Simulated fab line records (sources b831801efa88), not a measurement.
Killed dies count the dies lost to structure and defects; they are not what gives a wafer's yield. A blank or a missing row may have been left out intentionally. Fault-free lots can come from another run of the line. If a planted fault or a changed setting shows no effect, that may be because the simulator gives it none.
Which tool is to blame? | flow gf180mcu | Sampling: 13 lots, 39 wafers, 4 of 602 route steps

== WHAT EACH GAUGE READ, for each wafer ==
GF_MVPSD_OVL_MEAS_07. Usual: MVPSD_OVL typically reads -0.2 nm, with standard deviation 1.4.
lot  | measured     | on         | MVPSD_OVL (nm) | flag
L511 | day 5 01:56  | overlay-01 | 0.3 1.4 -0.1   |
L512 | day 5 06:32  | overlay-02 | -1.5 -0.4 -1.0 |
L513 | day 5 12:59  | overlay-02 | -1.3 -0.2 -1.2 |
L516 | day 6 05:47  | overlay-01 | 0.2 1.2 0.6    |
L517 | day 6 13:15  | overlay-02 | -0.5 -1.6 0.8  |
L522 | day 7 19:08  | overlay-01 | -0.4 -0.6 -0.3 |
L524 | day 8 04:20  | overlay-01 | 1.1 3.0 -0.2   |
L527 | day 9 01:08  | overlay-02 | -0.9 1.3 1.0   |
L530 | day 9 18:43  | overlay-02 | -2.7 -1.0 -0.1 |
L531 | day 9 23:22  | overlay-01 | -1.2 -0.6 -0.1 |
L532 | day 10 05:20 | overlay-01 | 0.2 -1.0 -1.2  |
L533 | day 10 10:32 | overlay-02 | -3.4 -3.9 -3.6 |
L534 | day 10 18:34 | overlay-02 | -0.9 0.2 -1.0  |

GF_VT_IMPLANT_OVL_MEAS_18. Usual: VT_IMPLANT_01_OVL typically reads -0.6 nm, with standard deviation 1.2.
lot  | measured     | on         | VT_IMPLANT_01_OVL (nm) | flag
L511 | day 6 07:41  | overlay-01 | -0.9 -0.2 -0.4         |
L512 | day 6 11:53  | overlay-01 | -0.6 -1.0 -1.2         |
L513 | day 6 18:44  | overlay-01 | -1.7 -1.8 -0.7         |
L516 | day 7 12:29  | overlay-01 | -2.3 -0.8 -1.4         |
L517 | day 7 20:56  | overlay-01 | 0.0 -0.5 -1.2          |
L522 | day 9 04:26  | overlay-02 | 0.4 1.4 1.1            |
L524 | day 9 14:49  | overlay-01 | -2.1 -0.6 -1.3         |
L527 | day 10 12:26 | overlay-02 | -0.4 0.5 1.4           |
L530 | day 11 06:50 | overlay-02 | 0.2 -1.2 0.3           |
L531 | day 11 12:10 | overlay-02 | -2.2 -4.1 -2.6         |
L532 | day 11 20:43 | overlay-02 | 0.0 -2.3 -0.6          |
L533 | day 12 00:13 | overlay-02 | 0.0 -1.8 0.0           |
L534 | day 12 08:31 | overlay-02 | -1.3 1.5 -0.2          |

== WHAT TOOL EACH LOT RAN ON (gives the tool, then ch and the chambers of the sampled wafers, and finally the start) ==
lot  | GF_NWELL_STRIP_10                   | GF_VT_IMPLANT_DEVELOP_06
L511 | plasma asher-04 ch 0,1, day 3 09:07 | litho track-02 ch 0, day 5 16:32
L512 | plasma asher-01 ch 0, day 3 12:37   | litho track-04 ch 0, day 5 20:44
L513 | plasma asher-01 ch 0,1, day 3 18:43 | litho track-01 ch 0, day 6 03:35
L516 | plasma asher-01 ch 0,1, day 4 10:18 | litho track-04 ch 0, day 6 20:53
L517 | plasma asher-03 ch 0,1, day 4 16:48 | litho track-01 ch 0, day 7 05:11
L522 | plasma asher-03 ch 0,1, day 5 21:28 | litho track-01 ch 0, day 8 11:11
L524 | plasma asher-03 ch 0,1, day 6 05:01 | litho track-04 ch 0, day 8 21:14
L527 | plasma asher-03 ch 0,1, day 7 00:12 | litho track-02 ch 0, day 9 18:55
L530 | plasma asher-01 ch 0,1, day 7 16:16 | litho track-04 ch 0, day 10 12:14
L531 | plasma asher-01 ch 0,1, day 7 19:46 | litho track-01 ch 0, day 10 17:26
L532 | plasma asher-04 ch 0,1, day 8 01:04 | litho track-02 ch 0, day 11 00:49
L533 | plasma asher-04 ch 0,1, day 8 07:01 | litho track-01 ch 0, day 11 05:26
L534 | plasma asher-03 ch 0,1, day 8 13:40 | litho track-01 ch 0, day 11 12:59
- GF_NWELL_STRIP_10: strips in O2/N2.
- GF_VT_IMPLANT_DEVELOP_06: develop time 60 s.

== WHAT THE TOOLS THEMSELVES READ (means of the sampled wafers that have a number; where no wafer has one, the mark that the record gives instead) ==
GF_NWELL_STRIP_10. Usual: drypump motor current A 6.0 A, standard deviation 0.48; heater power w 330 W, standard deviation 14; oes product au 0.722 a.u., standard deviation 0.0043; strip time to endpoint s 36.93 s, standard deviation 0.1.
lot  | tool            | drypump motor current A (A) | heater power w (W) | oes product au (a.u.) | strip time to endpoint s (s) | flag
L511 | plasma asher-04 | 6.4                         | 343                | 0.723                 | 36.97                        |
L512 | plasma asher-01 | 6.6                         | 336                | 0.719                 | 36.96                        |
L513 | plasma asher-01 | 6.3                         | 328                | 0.724                 | 36.90                        |
L516 | plasma asher-01 | 6.5                         | 334                | 0.723                 | 36.96                        |
L517 | plasma asher-03 | 5.5                         | 320                | 0.721                 | 36.90                        |
L522 | plasma asher-03 | 5.5                         | 320                | 0.725                 | 37.05                        |
L524 | plasma asher-03 | 5.5                         | 312                | 0.725                 | 36.89                        |
L527 | plasma asher-03 | 5.5                         | 316                | 0.726                 | 36.84                        |
L530 | plasma asher-01 | 6.3                         | 337                | 0.721                 | 37.09                        |
L531 | plasma asher-01 | 6.5                         | 339                | 0.728                 | 37.00                        |
L532 | plasma asher-04 | 6.5                         | 348                | 0.725                 | 36.96                        |
L533 | plasma asher-04 | 6.5                         | 346                | 0.723                 | 36.78                        |
L534 | plasma asher-03 | 5.5                         | 312                | 0.720                 | 37.10                        |

GF_VT_IMPLANT_DEVELOP_06. Usual: developer temp C at 22.98 C, with a standard deviation of 0.1.
lot  | tool           | developer temp C (C) | flag
L511 | litho track-02 | 22.97                |
L512 | litho track-04 | 22.87                |
L513 | litho track-01 | 23.03                |
L516 | litho track-04 | 22.94                |
L517 | litho track-01 | 23.80                | OFF
L522 | litho track-01 | 23.89                | OFF
L524 | litho track-04 | 22.93                |
L527 | litho track-02 | 22.99                |
L530 | litho track-04 | 22.93                |
L531 | litho track-01 | 22.96                |
L532 | litho track-02 | 22.92                |
L533 | litho track-01 | 23.02                |
L534 | litho track-01 | 23.01                |

== THE ANSWER, worked out from the rows above alone ==
Rule: lot off if the mean of its wafers having a number is beyond 3 standard deviations from the usual mean. Also off: a lot with no number at a reading for which 4 or more lots have one. The other lots that the step has rows for count as sound. Order of review: gauges by route order, followed by the tools' own readings, for which a lot's mean as printed above is used. The first step at which some lot is off is used, and at that step the reading that is off furthest; a lot without a number counts as furthest.
Off, at GF_VT_IMPLANT_DEVELOP_06 on developer temp C: L517, L522.
If a tool, at that step or one of the process steps before it, ran each lot that is off and ran no sound lot following the first of them, it fits. No candidate that was tried fits.

== WHAT THE SIMULATOR HAD PUT IN ==
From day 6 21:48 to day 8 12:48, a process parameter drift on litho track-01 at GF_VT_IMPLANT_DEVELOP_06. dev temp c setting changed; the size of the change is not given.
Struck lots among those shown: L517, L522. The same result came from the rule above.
